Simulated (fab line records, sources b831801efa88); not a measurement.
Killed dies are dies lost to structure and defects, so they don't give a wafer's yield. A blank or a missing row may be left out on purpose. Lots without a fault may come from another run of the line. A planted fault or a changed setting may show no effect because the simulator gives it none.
Which tool did it? | flow sky130 | 24 lots, 72 wafers sampled, at 6 steps of a route of 708

WHAT THE GAUGES READ, wafer by wafer
The record holds no reading of a measuring or inspecting step that can be judged against a usual standard deviation.

WHICH TOOL RAN EACH LOT (tool, then ch and the chambers of the sampled wafers, then the start)
lot  | SKY_METAL3_SPUTTER_00        | SKY_METAL3_SPUTTER_02        | SKY_CAPM_METAL_ETCH_13            | SKY_METAL3_METAL_ETCH_18          | SKY_VIA3_ETCH_14                   | SKY_METAL5_SPUTTER_00
L074 | pvd_sputter-03, day 36 20:22 | pvd_sputter-03, day 36 20:25 | rie_metal-02 ch 0,1, day 37 22:18 | rie_metal-03 ch 0,1, day 39 00:02 | rie_diel-03 ch 1,2,3, day 40 01:41 | pvd_sputter-01, day 43 06:07
L075 | pvd_sputter-04, day 37 10:29 | pvd_sputter-04, day 37 10:32 | rie_metal-04 ch 0,1, day 38 12:48 | rie_metal-04 ch 0,1, day 39 13:25 | rie_diel-02 ch 0,1,2, day 40 15:49 | pvd_sputter-02, day 43 19:32
L076 | pvd_sputter-04, day 37 14:32 | pvd_sputter-04, day 37 14:35 | rie_metal-02 ch 0,1, day 38 16:03 | rie_metal-03 ch 0,1, day 39 17:38 | rie_diel-02 ch 0,1,3, day 40 19:47 | pvd_sputter-01, day 43 23:02
L077 | pvd_sputter-03, day 37 20:42 | pvd_sputter-03, day 37 20:45 | rie_metal-02 ch 0,1, day 38 22:11 | rie_metal-02 ch 0,1, day 39 23:56 | rie_diel-02 ch 0,1,3, day 41 01:17 | pvd_sputter-03, day 44 04:27
L078 | pvd_sputter-03, day 38 10:55 | pvd_sputter-03, day 38 10:58 | rie_metal-02 ch 0,1, day 39 11:36 | rie_metal-04 ch 0,1, day 40 12:35 | rie_diel-02 ch 0,1,3, day 41 14:04 | pvd_sputter-03, day 44 14:49
L079 | pvd_sputter-04, day 38 11:43 | pvd_sputter-04, day 38 11:46 | rie_metal-04 ch 0, day 39 12:28   | rie_metal-02 ch 0,1, day 40 13:37 | rie_diel-03 ch 0,2,3, day 41 15:17 | pvd_sputter-03, day 44 17:17
L080 | pvd_sputter-01, day 39 06:44 | pvd_sputter-01, day 39 06:47 | rie_metal-04 ch 0,1, day 40 07:28 | rie_metal-04 ch 0,1, day 41 09:14 | rie_diel-03 ch 1,2,3, day 42 10:05 | pvd_sputter-01, day 45 08:52
L081 | pvd_sputter-03, day 39 07:34 | pvd_sputter-03, day 39 07:37 | rie_metal-01 ch 0,1, day 40 08:03 | rie_metal-02 ch 0,1, day 41 09:38 | rie_diel-01 ch 0,1,2, day 42 10:35 | pvd_sputter-03, day 45 10:41
L082 | pvd_sputter-04, day 39 16:05 | pvd_sputter-04, day 39 16:08 | rie_metal-04 ch 0,1, day 40 16:43 | rie_metal-04 ch 0,1, day 41 17:33 | rie_diel-01 ch 0,1,3, day 42 18:46 | pvd_sputter-02, day 45 18:49
L083 | pvd_sputter-03, day 39 19:04 | pvd_sputter-03, day 39 19:07 | rie_metal-02 ch 0,1, day 40 19:22 | rie_metal-02 ch 0,1, day 41 21:00 | rie_diel-03 ch 0,1,2, day 42 22:25 | pvd_sputter-01, day 45 20:32
L084 | pvd_sputter-04, day 40 12:28 | pvd_sputter-04, day 40 12:31 | rie_metal-01 ch 0,1, day 41 12:43 | rie_metal-02 ch 0,1, day 42 13:35 | rie_diel-02 ch 0,3, day 43 13:29   | pvd_sputter-01, day 46 11:38
L085 | pvd_sputter-04, day 40 15:11 | pvd_sputter-04, day 40 15:14 | rie_metal-01 ch 0,1, day 41 15:40 | rie_metal-04 ch 0,1, day 42 16:42 | rie_diel-01 ch 0,1, day 43 16:44   | pvd_sputter-01, day 46 13:47
L086 | pvd_sputter-01, day 40 23:59 | pvd_sputter-01, day 41 00:02 | rie_metal-02 ch 0,1, day 42 00:47 | rie_metal-02 ch 0, day 43 01:32   | rie_diel-03 ch 0,2, day 44 01:41   | pvd_sputter-03, day 46 23:13
L087 | pvd_sputter-04, day 41 02:19 | pvd_sputter-04, day 41 02:22 | rie_metal-04 ch 0,1, day 42 02:00 | rie_metal-02 ch 0, day 43 02:22   | rie_diel-02 ch 0,3, day 44 02:23   | pvd_sputter-02, day 46 23:41
L088 | pvd_sputter-03, day 41 05:02 | pvd_sputter-03, day 41 05:05 | rie_metal-02 ch 0,1, day 42 04:58 | rie_metal-03 ch 0,1, day 43 04:56 | rie_diel-02 ch 0,3, day 44 04:01   | pvd_sputter-01, day 47 01:41
L089 | pvd_sputter-04, day 41 08:22 | pvd_sputter-04, day 41 08:25 | rie_metal-04 ch 0,1, day 42 08:18 | rie_metal-02 ch 0, day 43 07:57   | rie_diel-01 ch 1,2, day 44 08:26   | pvd_sputter-02, day 47 04:29
L090 | pvd_sputter-01, day 41 11:56 | pvd_sputter-01, day 41 11:58 | rie_metal-01 ch 0,1, day 42 11:54 | rie_metal-04 ch 0,1, day 43 12:09 | rie_diel-03 ch 0,3, day 44 12:35   | pvd_sputter-02, day 47 10:23
L091 | pvd_sputter-03, day 41 12:08 | pvd_sputter-03, day 41 12:11 | rie_metal-02 ch 0,1, day 42 12:12 | rie_metal-02 ch 0, day 43 12:11   | rie_diel-02 ch 1,2, day 44 12:28   | pvd_sputter-01, day 47 09:21
L092 | pvd_sputter-04, day 42 03:27 | pvd_sputter-04, day 42 03:30 | rie_metal-04 ch 0,1, day 43 03:03 | rie_metal-04 ch 0,1, day 44 02:28 | rie_diel-01 ch 2,3, day 45 01:11   | pvd_sputter-01, day 47 21:11
L093 | pvd_sputter-01, day 42 08:12 | pvd_sputter-01, day 42 08:15 | rie_metal-02 ch 0, day 43 07:15   | rie_metal-02 ch 1, day 44 06:46   | rie_diel-01 ch 0,2, day 45 05:52   | pvd_sputter-02, day 48 01:17
L094 | pvd_sputter-03, day 42 15:11 | pvd_sputter-03, day 42 15:14 | rie_metal-01 ch 0,1, day 43 13:42 | rie_metal-02 ch 0,1, day 44 12:35 | rie_diel-02 ch 0,1,3, day 45 11:44 | pvd_sputter-01, day 48 06:56
L096 | pvd_sputter-03, day 42 17:59 | pvd_sputter-03, day 42 18:02 | rie_metal-02 ch 1, day 43 16:18   | rie_metal-02 ch 0,1, day 44 13:59 | rie_diel-03 ch 0,1,3, day 45 13:11 | pvd_sputter-01, day 48 08:11
L095 | pvd_sputter-03, day 42 19:19 | pvd_sputter-03, day 42 19:22 | rie_metal-04 ch 0,1, day 43 17:51 | rie_metal-03 ch 0,1, day 44 16:49 | rie_diel-01 ch 0,1,3, day 45 16:16 | pvd_sputter-02, day 48 10:35
L097 | pvd_sputter-01, day 43 10:00 | pvd_sputter-01, day 43 10:03 | rie_metal-04 ch 0, day 44 08:58   | rie_metal-02 ch 0,1, day 45 07:40 | rie_diel-02 ch 2,3, day 46 07:11   | pvd_sputter-03, day 48 23:30
- SKY_METAL3_SPUTTER_00: material Ti, target thk 15 nm, time 10 s.
- SKY_METAL3_SPUTTER_02: material AlCu, target thk 735 nm, time 39.1 s.
- SKY_CAPM_METAL_ETCH_13: etches TiN in Cl2/BCl3, stops on SiO2, target depth 220 nm, time 62.9 s.
- SKY_METAL3_METAL_ETCH_18: etches the open film in Cl2/BCl3, stops on SiO2, target depth 845 nm, time 183.1 s.
- SKY_VIA3_ETCH_14: etches BARC in N2/H2, stops on SiO2, time 45.9 s, target depth 60 nm.
- SKY_METAL5_SPUTTER_00: material Ti, target thk 15 nm, time 10 s.

WHAT THE TOOLS THEMSELVES READ (means of the sampled wafers that have a number; where no wafer has one, the mark that the record gives instead)
SKY_METAL3_SPUTTER_00. Usual: cathode_dc_power_W 3000.0 W, standard deviation 0.52; throttle_valve_pct 30.1 %, standard deviation 0.89.
lot  | tool           | cathode_dc_power_W (W) | throttle_valve_pct (%) | flag
L074 | pvd_sputter-03 | 2999.9                 | 31.1                   |
L075 | pvd_sputter-04 | 2999.5                 | 29.5                   |
L076 | pvd_sputter-04 | 3000.4                 | 29.4                   |
L077 | pvd_sputter-03 | 3000.1                 | 30.9                   |
L078 | pvd_sputter-03 | 3000.2                 | 30.3                   |
L079 | pvd_sputter-04 | 3000.1                 | 29.6                   |
L080 | pvd_sputter-01 | 3000.3                 | 30.4                   |
L081 | pvd_sputter-03 | 3000.0                 | 30.7                   |
L082 | pvd_sputter-04 | 2999.6                 | 29.4                   |
L083 | pvd_sputter-03 | 2999.9                 | 30.7                   |
L084 | pvd_sputter-04 | 2999.7                 | 29.3                   |
L085 | pvd_sputter-04 | 2999.8                 | 29.3                   |
L086 | pvd_sputter-01 | 3000.0                 | 30.2                   |
L087 | pvd_sputter-04 | 3000.4                 | 29.3                   |
L088 | pvd_sputter-03 | 2999.7                 | 31.1                   |
L089 | pvd_sputter-04 | 3000.1                 | 29.9                   |
L090 | pvd_sputter-01 | 3000.2                 | 30.2                   |
L091 | pvd_sputter-03 | 3000.0                 | 30.8                   |
L092 | pvd_sputter-04 | 2999.7                 | 29.7                   |
L093 | pvd_sputter-01 | 2999.8                 | 30.2                   |
L094 | pvd_sputter-03 | 3000.1                 | 30.2                   |
L096 | pvd_sputter-03 | 3000.0                 | 30.4                   |
L095 | pvd_sputter-03 | 3000.1                 | 30.2                   |
L097 | pvd_sputter-01 | 2999.7                 | 30.0                   |

SKY_METAL3_SPUTTER_02. Usual: cathode_dc_power_W 10600 W, standard deviation 2.1; throttle_valve_pct 30.1 %, standard deviation 0.9.
lot  | tool           | cathode_dc_power_W (W) | throttle_valve_pct (%) | flag
L074 | pvd_sputter-03 | 10602                  | 31.1                   |
L075 | pvd_sputter-04 | 10601                  | 29.5                   |
L076 | pvd_sputter-04 | 10600                  | 29.4                   |
L077 | pvd_sputter-03 | 10601                  | 31.0                   |
L078 | pvd_sputter-03 | 10599                  | 30.1                   |
L079 | pvd_sputter-04 | 10601                  | 29.4                   |
L080 | pvd_sputter-01 | 10600                  | 30.2                   |
L081 | pvd_sputter-03 | 10602                  | 30.6                   |
L082 | pvd_sputter-04 | 10599                  | 29.5                   |
L083 | pvd_sputter-03 | 10598                  | 30.6                   |
L084 | pvd_sputter-04 | 10599                  | 29.2                   |
L085 | pvd_sputter-04 | 10600                  | 29.4                   |
L086 | pvd_sputter-01 | 10601                  | 30.2                   |
L087 | pvd_sputter-04 | 10602                  | 29.3                   |
L088 | pvd_sputter-03 | 10603                  | 30.9                   |
L089 | pvd_sputter-04 | 10598                  | 30.0                   |
L090 | pvd_sputter-01 | 10602                  | 30.3                   |
L091 | pvd_sputter-03 | 10602                  | 30.7                   |
L092 | pvd_sputter-04 | 10600                  | 29.8                   |
L093 | pvd_sputter-01 | 10602                  | 30.3                   |
L094 | pvd_sputter-03 | 10601                  | 30.3                   |
L096 | pvd_sputter-03 | 10601                  | 30.4                   |
L095 | pvd_sputter-03 | 10599                  | 30.4                   |
L097 | pvd_sputter-01 | 10600                  | 30.1                   |

SKY_CAPM_METAL_ETCH_13. Usual: drypump_motor_current_A 5.5 A, standard deviation 0.55; oes_product_au 0.942 a.u., standard deviation 0.0075; throttle_valve_pct 21.902 %, standard deviation 0.0098.
lot  | tool         | drypump_motor_current_A (A) | oes_product_au (a.u.) | throttle_valve_pct (%) | flag
L074 | rie_metal-02 | 5.4                         | 0.947                 | 21.901                 |
L075 | rie_metal-04 | 5.1                         | 0.936                 | 21.899                 |
L076 | rie_metal-02 | 5.2                         | 0.945                 | 21.900                 |
L077 | rie_metal-02 | 5.2                         | 0.953                 | 21.900                 |
L078 | rie_metal-02 | 5.4                         | 0.933                 | 21.911                 |
L079 | rie_metal-04 | 5.1                         | 0.936                 | 21.908                 |
L080 | rie_metal-04 | 5.1                         | 0.941                 | 21.901                 |
L081 | rie_metal-01 | 6.3                         | 0.934                 | 21.905                 |
L082 | rie_metal-04 | 5.2                         | 0.939                 | 21.904                 |
L083 | rie_metal-02 | 5.4                         | 0.942                 | 21.902                 |
L084 | rie_metal-01 | 6.4                         | 0.943                 | 21.905                 |
L085 | rie_metal-01 | 6.3                         | 0.934                 | 21.919                 |
L086 | rie_metal-02 | 5.2                         | 0.945                 | 21.895                 |
L087 | rie_metal-04 | 5.2                         | 0.940                 | 21.899                 |
L088 | rie_metal-02 | 5.2                         | 0.938                 | 21.908                 |
L089 | rie_metal-04 | 5.1                         | 0.947                 | 21.903                 |
L090 | rie_metal-01 | 6.3                         | 0.948                 | 21.900                 |
L091 | rie_metal-02 | 5.2                         | 0.945                 | 21.902                 |
L092 | rie_metal-04 | 5.1                         | 0.930                 | 21.914                 |
L093 | rie_metal-02 | 4.9                         | 0.947                 | 21.896                 |
L094 | rie_metal-01 | 6.4                         | 0.943                 | 21.906                 |
L096 | rie_metal-02 | 5.8                         | 0.949                 | 21.895                 |
L095 | rie_metal-04 | 5.1                         | 0.939                 | 21.907                 |
L097 | rie_metal-04 | 5.1                         | 0.945                 | 21.901                 |

SKY_METAL3_METAL_ETCH_18. Usual: drypump_motor_current_A 5.3 A, standard deviation 0.44; oes_product_au 0.865 a.u., standard deviation 0.0057; throttle_valve_pct 22.264 %, standard deviation 0.0082.
lot  | tool         | drypump_motor_current_A (A) | oes_product_au (a.u.) | throttle_valve_pct (%) | flag
L074 | rie_metal-03 | 5.6                         | 0.863                 | 22.266                 |
L075 | rie_metal-04 | 5.1                         | 0.869                 | 22.263                 |
L076 | rie_metal-03 | 5.6                         | 0.857                 | 22.266                 |
L077 | rie_metal-02 | 5.2                         | 0.867                 | 22.267                 |
L078 | rie_metal-04 | 5.1                         | 0.868                 | 22.267                 |
L079 | rie_metal-02 | 5.2                         | 0.876                 | 22.264                 |
L080 | rie_metal-04 | 5.1                         | 0.871                 | 22.255                 |
L081 | rie_metal-02 | 5.4                         | 0.861                 | 22.270                 |
L082 | rie_metal-04 | 5.1                         | 0.867                 | 22.262                 |
L083 | rie_metal-02 | 5.2                         | 0.863                 | 22.264                 |
L084 | rie_metal-02 | 5.4                         | 0.864                 | 22.265                 |
L085 | rie_metal-04 | 5.1                         | 0.865                 | 22.254                 |
L086 | rie_metal-02 | 4.9                         | 0.869                 | 22.263                 |
L087 | rie_metal-02 | 4.9                         | 0.865                 | 22.269                 |
L088 | rie_metal-03 | 6.0                         | 0.861                 | 22.262                 |
L089 | rie_metal-02 | 4.9                         | 0.866                 | 22.256                 |
L090 | rie_metal-04 | 5.1                         | 0.863                 | 22.272                 |
L091 | rie_metal-02 | 4.9                         | 0.866                 | 22.263                 |
L092 | rie_metal-04 | 5.1                         | 0.869                 | 22.261                 |
L093 | rie_metal-02 | 5.7                         | 0.862                 | 22.261                 |
L094 | rie_metal-02 | 5.4                         | 0.860                 | 22.261                 |
L096 | rie_metal-02 | 5.4                         | 0.861                 | 22.270                 |
L095 | rie_metal-03 | 6.0                         | 0.867                 | 22.268                 |
L097 | rie_metal-02 | 5.4                         | 0.870                 | 22.262                 |

SKY_VIA3_ETCH_14. Usual: drypump_motor_current_A 5.8 A, standard deviation 0.61; oes_product_au 0.855 a.u., standard deviation 0.005; throttle_valve_pct 13.225 %, standard deviation 0.0087.
lot  | tool        | drypump_motor_current_A (A) | oes_product_au (a.u.) | throttle_valve_pct (%) | flag
L074 | rie_diel-03 | 5.6                         | 0.859                 | 13.222                 |
L075 | rie_diel-02 | 5.8                         | 0.858                 | 13.228                 |
L076 | rie_diel-02 | 6.1                         | 0.856                 | 13.233                 |
L077 | rie_diel-02 | 6.1                         | 0.857                 | 13.220                 |
L078 | rie_diel-02 | 6.1                         | 0.852                 | 13.225                 |
L079 | rie_diel-03 | 6.0                         | 0.857                 | 13.226                 |
L080 | rie_diel-03 | 5.6                         | 0.853                 | 13.227                 |
L081 | rie_diel-01 | 5.7                         | 0.853                 | 13.222                 |
L082 | rie_diel-01 | 5.2                         | 0.857                 | 13.222                 |
L083 | rie_diel-03 | 6.0                         | 0.860                 | 13.230                 |
L084 | rie_diel-02 | 6.0                         | 0.852                 | 13.207                 |
L085 | rie_diel-01 | 5.3                         | 0.855                 | 13.224                 |
L086 | rie_diel-03 | 5.9                         | 0.852                 | 13.216                 |
L087 | rie_diel-02 | 6.3                         | 0.859                 | 13.224                 |
L088 | rie_diel-02 | 6.3                         | 0.849                 | 13.226                 |
L089 | rie_diel-01 | 6.1                         | 0.851                 | 13.223                 |
L090 | rie_diel-03 | 6.0                         | 0.852                 | 13.235                 |
L091 | rie_diel-02 | 5.6                         | 0.853                 | 13.224                 |
L092 | rie_diel-01 | 6.2                         | 0.851                 | 13.230                 |
L093 | rie_diel-01 | 6.0                         | 0.856                 | 13.233                 |
L094 | rie_diel-02 | 6.1                         | 0.857                 | 13.216                 |
L096 | rie_diel-03 | 6.1                         | 0.853                 | 13.224                 |
L095 | rie_diel-01 | 5.2                         | 0.855                 | 13.222                 |
L097 | rie_diel-02 | 5.2                         | 0.854                 | 13.225                 |

SKY_METAL5_SPUTTER_00. Usual: cathode_dc_power_W 3000.1 W, standard deviation 0.56; throttle_valve_pct 30.2 %, standard deviation 0.7.
lot  | tool           | cathode_dc_power_W (W) | throttle_valve_pct (%) | flag
L074 | pvd_sputter-01 | 2999.7                 | 30.2                   |
L075 | pvd_sputter-02 | 3000.0                 | 30.0                   |
L076 | pvd_sputter-01 | 3000.3                 | 29.7                   |
L077 | pvd_sputter-03 | 3000.3                 | 30.2                   |
L078 | pvd_sputter-03 | 3000.6                 | 30.6                   |
L079 | pvd_sputter-03 | 3000.4                 | 31.0                   |
L080 | pvd_sputter-01 | 2999.5                 | 30.3                   |
L081 | pvd_sputter-03 | 2999.7                 | 31.0                   |
L082 | pvd_sputter-02 | 3000.3                 | 29.5                   |
L083 | pvd_sputter-01 | 3000.9                 | 30.3                   |
L084 | pvd_sputter-01 | 2999.5                 | 30.1                   |
L085 | pvd_sputter-01 | 3000.0                 | 30.3                   |
L086 | pvd_sputter-03 | 2999.8                 | 30.2                   |
L087 | pvd_sputter-02 | 3000.4                 | 29.7                   |
L088 | pvd_sputter-01 | 2999.7                 | 30.1                   |
L089 | pvd_sputter-02 | 2999.9                 | 29.9                   |
L090 | pvd_sputter-02 | 3000.8                 | 29.1                   |
L091 | pvd_sputter-01 | 2999.9                 | 30.2                   |
L092 | pvd_sputter-01 | 3000.4                 | 30.2                   |
L093 | pvd_sputter-02 | 2999.7                 | 29.8                   |
L094 | pvd_sputter-01 | 2999.9                 | 30.7                   |
L096 | pvd_sputter-01 | 2999.7                 | 29.9                   |
L095 | pvd_sputter-02 | 3000.4                 | 29.8                   |
L097 | pvd_sputter-03 | 3000.0                 | 30.6                   |

THE ANSWER, worked out from the rows above alone
Rule: a lot is off if the mean of its wafers that have a number lies more than 3 standard deviations from the usual mean. A lot without any number at a reading at which 4 lots or more have one is off too. The other lots that the step has rows for count as sound. The gauges are gone through in route order, then the tools' own readings, and for those a lot's mean is taken as printed above. The first step at which some lot is off is used, and at that step the reading that is off furthest; a lot without a number counts as furthest.
No lot is off at any reading shown: from this, nothing can be told.

WHAT THE SIMULATOR HAD PUT IN
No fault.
